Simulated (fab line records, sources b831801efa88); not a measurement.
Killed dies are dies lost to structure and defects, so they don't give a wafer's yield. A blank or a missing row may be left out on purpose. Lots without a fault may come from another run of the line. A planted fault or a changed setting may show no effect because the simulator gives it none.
Which tool did it? | flow sky130 | 11 lots, 33 wafers sampled, at 2 steps of a route of 708

WHAT THE GAUGES READ, wafer by wafer
SKY_POLY_GATE_THK_MEAS_01.
lot  | measured     | on            | POLY_GATE_CVD_00_THK (nm)
L292 | day 14 02:36 | film_metro-04 | 179.3 179.8 179.2
L293 | day 14 13:46 | film_metro-04 | 181.8 181.6 181.4
L294 | day 14 20:59 | film_metro-04 | 179.0 178.9 179.2
L296 | day 15 19:31 | film_metro-01 | 178.7 177.2 177.7
L297 | day 16 09:23 | film_metro-04 | 179.9 179.7 179.3
L298 | day 16 16:25 | film_metro-04 | 181.5 180.5 182.1
L299 | day 16 19:12 | film_metro-03 | 180.1 179.5 178.7
L303 | day 18 21:23 | film_metro-04 | 179.6 179.4 180.7
L304 | day 18 20:12 | film_metro-01 | 179.3 177.3 178.4
L307 | day 19 14:28 | film_metro-04 | 134.9 135.6 134.9
L308 | day 20 09:08 | film_metro-04 | 132.1 129.3 133.8

WHICH TOOL RAN EACH LOT (tool, then ch and the chambers of the sampled wafers, then the start)
lot  | SKY_POLY_GATE_CVD_00
L292 | lpcvd-01 ch 0, day 14 01:24
L293 | lpcvd-01 ch 1, day 14 12:34
L294 | lpcvd-01 ch 0, day 14 19:45
L296 | lpcvd-01 ch 0, day 15 16:49
L297 | lpcvd-01 ch 0, day 16 08:10
L298 | lpcvd-01 ch 1, day 16 15:13
L299 | lpcvd-01 ch 0, day 16 18:00
L303 | lpcvd-01 ch 1, day 18 20:10
L304 | lpcvd-01 ch 1, day 18 18:58
L307 | lpcvd-01 ch 1, day 19 13:16
L308 | lpcvd-01 ch 1, day 20 07:55
- SKY_POLY_GATE_CVD_00: deposits poly-Si, target thk 180 nm, time 720 s.

THE ANSWER, worked out from the rows above alone
Rule: what is usual is taken from the lots themselves. Put in order of their means at a reading, lots are off if they are a third of the lots or fewer, leave a main group of 4 or more, and stand apart from it by a gap of 3 or more times the standard deviation of the main group's means; of several such gaps the widest counts. A main group whose means are all the same, to the digits that the tables above print for the reading, isn't used. A lot without any number at a reading at which 4 lots or more have one is off too. The other lots that the step has rows for count as sound.
Off: L307, L308, at SKY_POLY_GATE_THK_MEAS_01 (POLY_GATE_CVD_00_THK). The main group: mean 179.6 nm, standard deviation 1.2.
A tool fits if, at a process step before that reading, it ran every lot that is off, and no sound lot after the first of them. The gauges at SKY_POLY_GATE_THK_MEAS_01 are tried like those tools. Can't be told from this: 2 tools fit, lpcvd-01 at SKY_POLY_GATE_CVD_00, film_metro-04 at SKY_POLY_GATE_THK_MEAS_01.

WHAT THE SIMULATOR HAD PUT IN
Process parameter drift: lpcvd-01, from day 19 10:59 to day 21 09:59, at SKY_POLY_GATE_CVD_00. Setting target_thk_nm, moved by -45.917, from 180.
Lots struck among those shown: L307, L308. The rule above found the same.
